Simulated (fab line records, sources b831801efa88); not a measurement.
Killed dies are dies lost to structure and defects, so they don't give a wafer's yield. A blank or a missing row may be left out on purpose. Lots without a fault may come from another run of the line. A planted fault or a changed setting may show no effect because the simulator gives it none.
A struck lot beside a sound one | flow gf180mcu | 43 steps out of a route of 602
Sound: wafers L436.1, L436.2, L436.5. Struck: wafers L451.1, L451.4, L451.5. The cause comes at the end.
At each step with rows: each side's tool, then ch and its chambers, then its first start. Under that, the readings that differ: sound wafers | struck wafers | difference of the means | sigmas: that difference in standard deviations of wafers without a fault.
alike: readings whose means differ by less than 2 such deviations, and words and numbers that are the same on both sides. not compared: withheld readings, readings that some wafer has no value for, bounds like >300 that may hide the same value, and numbers for which the record gives no deviation and whose values overlap.
The two part at a step that has a row with sigmas, a row that says differs or no value, or rows on one side only. Numbers that don't overlap but have no deviation are shown without sigmas and don't part them. A reading that every wafer of one side lacks parts them only if that side has two wafers or more.

first, 1 step without rows for these wafers: GF_MVSD_IMPLANT_09.
GF_MVSD_STRIP_10: strips in O2/N2.
  sound on plasma_asher-03 ch 0,1, day 5 11:14; struck on plasma_asher-03 ch 0,1, day 8 23:16
  alike: chamber_pressure_mTorr, drypump_motor_current_A, heater_power_w, oes_product_au, strip_time_to_endpoint_s
  not compared: rf_hours_counter_h
GF_MVSD_TW_MEAS_11:
  sound on film_metro-02, day 5 11:20; struck on film_metro-02, day 8 23:22
  alike: MVSD_TW
then, 7 steps without rows for these wafers: GF_MVPSD_DEHYDRATE_00 (time 60 s); GF_MVPSD_HMDS_01 (prime time 60 s); GF_MVPSD_COAT_02 (resist thk 3000 nm); GF_MVPSD_SOFTBAKE_03; GF_MVPSD_EXPOSE_04 (exposes mask MVPSD, target cd 1000 nm); GF_MVPSD_PEB_05; GF_MVPSD_DEVELOP_06 (develop time 60 s).
GF_MVPSD_OVL_MEAS_07:
  sound on overlay-02, day 6 01:44; struck on overlay-01, day 9 16:20
  alike: MVPSD_OVL
then, 1 step without rows for these wafers: GF_MVPSD_IMPLANT_08.
GF_MVPSD_IMPLANT_09:
  sound on implanter-02 ch 0, day 6 01:56; struck on implanter-03, day 9 16:31
  no value came back on the struck wafers for beam_energy_keV, beam_on_s (s); on the sound wafers beam_energy_keV reads 40.012 40.009 39.998
GF_MVPSD_STRIP_10: strips in O2/N2.
  sound on plasma_asher-01 ch 0,1, day 6 02:05; struck on plasma_asher-01 ch 0,1, day 9 16:40
  alike: chamber_pressure_mTorr, drypump_motor_current_A, heater_power_w, oes_product_au, strip_time_to_endpoint_s
  not compared: rf_hours_counter_h
GF_MVPSD_TW_MEAS_11:
  sound on film_metro-03, day 6 02:11; struck on film_metro-01, day 9 16:46
  reading  | sound       | struck      | difference | sigmas
  MVPSD_TW | 564 563 566 | 527 528 526 | -37        | -5
then, 7 steps without rows for these wafers: GF_VT_IMPLANT_DEHYDRATE_00 (time 60 s); GF_VT_IMPLANT_HMDS_01 (prime time 60 s); GF_VT_IMPLANT_COAT_02 (resist thk 1000 nm); GF_VT_IMPLANT_SOFTBAKE_03 (time 60 s); GF_VT_IMPLANT_EXPOSE_04 (exposes mask LVPWELL LV AREA, target cd 600 nm); GF_VT_IMPLANT_PEB_05; GF_VT_IMPLANT_DEVELOP_06 (develop time 60 s).
GF_VT_IMPLANT_OVL_MEAS_07:
  sound on overlay-02, day 6 17:19; struck on overlay-01, day 10 10:05
  alike: VT_IMPLANT_OVL
then, 1 step without rows for these wafers: GF_VT_IMPLANT_IMPLANT_08.
GF_VT_IMPLANT_STRIP_09: strips in O2/N2.
  sound on plasma_asher-02 ch 0,1, day 6 17:31; struck on plasma_asher-04 ch 0,1, day 10 10:16
  alike: chamber_pressure_mTorr, drypump_motor_current_A, heater_power_w, oes_product_au, strip_time_to_endpoint_s
  not compared: rf_hours_counter_h
GF_VT_IMPLANT_TW_MEAS_10:
  sound on film_metro-04, day 6 17:37; struck on film_metro-03, day 10 10:22
  alike: VT_IMPLANT_TW
then, 7 steps without rows for these wafers: GF_VT_IMPLANT_DEHYDRATE_11 (time 60 s); GF_VT_IMPLANT_HMDS_12 (prime time 60 s); GF_VT_IMPLANT_COAT_13 (resist thk 1000 nm); GF_VT_IMPLANT_SOFTBAKE_14 (time 60 s); GF_VT_IMPLANT_EXPOSE_15 (exposes mask Nwell LV AREA, target cd 860 nm); GF_VT_IMPLANT_PEB_16; GF_VT_IMPLANT_DEVELOP_17 (develop time 60 s).
GF_VT_IMPLANT_OVL_MEAS_18:
  sound on overlay-01, day 7 08:55; struck on overlay-01, day 11 04:44
  alike: VT_IMPLANT_01_OVL
then, 1 step without rows for these wafers: GF_VT_IMPLANT_IMPLANT_19.
GF_VT_IMPLANT_STRIP_20: strips in O2/N2.
  sound on plasma_asher-03 ch 0,1, day 7 09:07; struck on plasma_asher-04 ch 0, day 11 04:55
  reading            | sound       | struck      | difference | sigmas
  heater_power_w (W) | 362 316 310 | 412 416 416 | +85        | +2
  alike: chamber_pressure_mTorr, drypump_motor_current_A, oes_product_au, strip_time_to_endpoint_s
  not compared: rf_hours_counter_h
GF_VT_IMPLANT_TW_MEAS_21:
  sound on film_metro-04, day 7 09:13; struck on film_metro-03, day 11 05:01
  alike: VT_IMPLANT_2_TW
then, 5 steps without rows for these wafers: GF_VT_IMPLANT_DEHYDRATE_22 (time 60 s); GF_VT_IMPLANT_HMDS_23 (prime time 60 s); GF_VT_IMPLANT_COAT_24 (resist thk 1000 nm); GF_VT_IMPLANT_SOFTBAKE_25 (time 60 s); GF_VT_IMPLANT_EXPOSE_26 (exposes mask LVPWELL HV AREA, target cd 860 nm).
GF_VT_IMPLANT_RS_MEAS_49: measures by four-point-probe.
  sound on film_metro-01, day 8 18:05; struck on film_metro-03, day 12 20:05
  reading           | sound          | struck         | difference | sigmas
  MVPSD_RS (ohm/sq) | 1164 1169 1165 | 1539 1536 1537 | +371       | +99 or more

WHERE THEY PART
First at GF_MVPSD_IMPLANT_09; last, within this record, at GF_VT_IMPLANT_RS_MEAS_49.

WHY: what the simulator had put in
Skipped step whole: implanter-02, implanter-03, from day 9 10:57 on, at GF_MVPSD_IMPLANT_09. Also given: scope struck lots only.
